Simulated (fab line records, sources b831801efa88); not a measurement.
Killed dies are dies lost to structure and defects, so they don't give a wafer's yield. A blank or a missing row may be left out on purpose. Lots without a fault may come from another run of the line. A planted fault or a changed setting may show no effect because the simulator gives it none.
Which tool did it? | flow sky130 | 13 lots, 38 wafers sampled, at 5 steps of a route of 708

WHAT THE GAUGES READ, wafer by wafer
SKY_GATE_OXIDE_THK_MEAS_02. Usual: GATE_OXIDE_OXIDATION_00_THK 10.30 nm, standard deviation 0.19.
lot  | measured     | on            | GATE_OXIDE_OXIDATION_00_THK (nm) | flag
L171 | day 13 09:33 | film_metro-01 | 10.54 10.47 10.54                |
L172 | day 13 23:10 | film_metro-02 | 9.90 9.95 9.76                   |
L173 | day 14 11:21 | film_metro-02 | 10.48 10.18 10.28                |
L174 | day 14 16:58 | film_metro-02 | 10.37 10.38 10.46                |
L175 | day 14 16:58 | film_metro-03 | 10.28 10.21 10.17                |
L176 | day 15 00:10 | film_metro-03 | 10.60 10.52 10.51                |
L178 | day 15 10:23 | film_metro-01 | 10.04 10.09 10.12                |
L184 | day 17 19:55 | film_metro-01 | 10.15 10.37                      |
L185 | day 18 00:53 | film_metro-02 | 10.16 10.28 10.24                |
L186 | day 18 09:37 | film_metro-03 | 10.36 10.24 10.39                |
L192 | day 20 08:22 | film_metro-03 | 10.16 10.28 10.01                |
L191 | day 20 08:23 | film_metro-01 | 10.43 10.36 10.36                |
L194 | day 20 19:00 | film_metro-03 | 10.58 10.77 10.51                |

SKY_LDD_P_CD_MEAS_07: target cd 380 nm. Usual: cd_nm 380.0 nm, standard deviation 2.8.
lot  | measured     | on        | cd_nm (nm)        | flag
L171 | day 19 17:21 | cd_sem-02 | 379.0 380.3 379.0 |
L172 | day 20 09:41 | cd_sem-01 | 382.9 383.8 383.8 |
L173 | day 21 03:26 | cd_sem-02 | 377.7 379.2 377.7 |
L174 | day 21 06:56 | cd_sem-01 | 379.7 380.1 380.3 |
L175 | day 21 07:35 | cd_sem-02 | 376.4 381.1 380.5 |
L176 | day 21 14:44 | cd_sem-01 | 384.1 383.2 381.0 |
L178 | day 22 03:05 | cd_sem-02 | 375.7 377.1 377.0 |
L184 | day 24 13:37 | cd_sem-02 | 381.6 380.0       |
L185 | day 24 23:45 | cd_sem-02 | 379.4 379.4 376.8 |
L186 | day 25 03:08 | cd_sem-02 | 379.2 377.1 377.7 |
L192 | day 27 01:13 | cd_sem-02 | 376.9 380.1 376.8 |
L191 | day 27 00:58 | cd_sem-01 | 384.3 385.6 384.8 |
L194 | day 27 12:32 | cd_sem-02 | 383.7 383.1 382.3 |

SKY_LDD_HVN_OVL_MEAS_07. Usual: LDD_HVN_OVL 0.1 nm, standard deviation 1.1.
lot  | measured     | on         | LDD_HVN_OVL (nm) | flag
L171 | day 21 01:04 | overlay-02 | 2.1 0.5 1.5      |
L172 | day 21 17:11 | overlay-02 | 0.3 1.4 0.9      |
L173 | day 22 10:59 | overlay-01 | 1.7 0.6 1.4      |
L174 | day 22 13:23 | overlay-02 | -0.3 0.4 -0.1    |
L175 | day 22 14:50 | overlay-01 | -0.6 0.2 0.7     |
L176 | day 22 21:44 | overlay-01 | 0.4 -1.8 0.0     |
L178 | day 23 09:57 | overlay-02 | 0.7 1.4 0.1      |
L184 | day 25 20:04 | overlay-02 | -0.1 -0.9        |
L185 | day 26 06:14 | overlay-01 | -1.6 -1.2 -1.1   |
L186 | day 26 08:59 | overlay-02 | 0.9 0.4 1.1      |
L192 | day 28 06:52 | overlay-01 | 0.7 0.2 -0.1     |
L191 | day 28 06:18 | overlay-01 | -0.9 -0.5 -1.4   |
L194 | day 28 17:59 | overlay-02 | -0.3 0.0 -0.4    |

SKY_LDD_HVN_TW_MEAS_10. Usual: LDD_HVN_TW 1432, standard deviation 15.
lot  | measured     | on            | LDD_HVN_TW     | flag
L171 | day 21 01:22 | film_metro-01 | 1428 1422 1438 |
L172 | day 21 17:29 | film_metro-04 | 1443 1430 1430 |
L173 | day 22 11:17 | film_metro-02 | 1457 1449 1456 |
L174 | day 22 13:41 | film_metro-01 | 1415 1416 1416 |
L175 | day 22 15:07 | film_metro-02 | 1457 1450 1444 |
L176 | day 22 22:02 | film_metro-02 | 1458 1450 1446 |
L178 | day 23 10:14 | film_metro-04 | 1416 1424 1428 |
L184 | day 25 20:22 | film_metro-01 | 1419 228       | OFF
L185 | day 26 06:32 | film_metro-01 | 223 1422 1416  | OFF
L186 | day 26 09:16 | film_metro-01 | 229 224 1414   | OFF
L192 | day 28 07:10 | film_metro-04 | 1443 1434 1423 |
L191 | day 28 06:37 | film_metro-02 | 1445 1441 1440 |
L194 | day 28 18:17 | film_metro-01 | 1422 1412 1417 |

WHICH TOOL RAN EACH LOT (tool, then ch and the chambers of the sampled wafers, then the start)
lot  | SKY_LDD_HVN_DEVELOP_06
L171 | litho_track-02 ch 0, day 21 00:56
L172 | litho_track-04 ch 0, day 21 17:02
L173 | litho_track-04 ch 0, day 22 10:50
L174 | litho_track-04 ch 0, day 22 13:14
L175 | litho_track-01 ch 0, day 22 14:42
L176 | litho_track-04 ch 0, day 22 21:35
L178 | litho_track-04 ch 0, day 23 09:49
L184 | litho_track-02 ch 0, day 25 19:56
L185 | litho_track-02 ch 0, day 26 06:08
L186 | litho_track-02 ch 0, day 26 08:52
L192 | litho_track-01 ch 0, day 28 06:43
L191 | litho_track-04 ch 0, day 28 06:11
L194 | litho_track-01 ch 0, day 28 17:52
- SKY_LDD_HVN_DEVELOP_06: develop time 60 s.

WHAT THE TOOLS THEMSELVES READ (means of the sampled wafers that have a number; where no wafer has one, the mark that the record gives instead)
The record holds no such reading with a usual standard deviation.

THE ANSWER, worked out from the rows above alone
Rule: a lot is off if the mean of its wafers that have a number lies more than 3 standard deviations from the usual mean. A lot without any number at a reading at which 4 lots or more have one is off too. The other lots that the step has rows for count as sound. The gauges are gone through in route order, then the tools' own readings, and for those a lot's mean is taken as printed above. The first step at which some lot is off is used, and at that step the reading that is off furthest; a lot without a number counts as furthest.
Off: L184, L185, L186, at SKY_LDD_HVN_TW_MEAS_10 (LDD_HVN_TW).
A tool fits if, at a process step before that reading, it ran every lot that is off, and no sound lot after the first of them. The gauges at SKY_LDD_HVN_TW_MEAS_10 are tried like those tools. One fits: litho_track-02 at SKY_LDD_HVN_DEVELOP_06. Its last sound lot is L171 (day 21 00:56), its first lot that is off L184 (day 25 19:56): a fault that began between those two fits.

WHAT THE SIMULATOR HAD PUT IN
Process parameter drift: litho_track-02, from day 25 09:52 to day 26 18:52, at SKY_LDD_HVN_DEVELOP_06. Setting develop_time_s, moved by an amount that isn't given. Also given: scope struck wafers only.
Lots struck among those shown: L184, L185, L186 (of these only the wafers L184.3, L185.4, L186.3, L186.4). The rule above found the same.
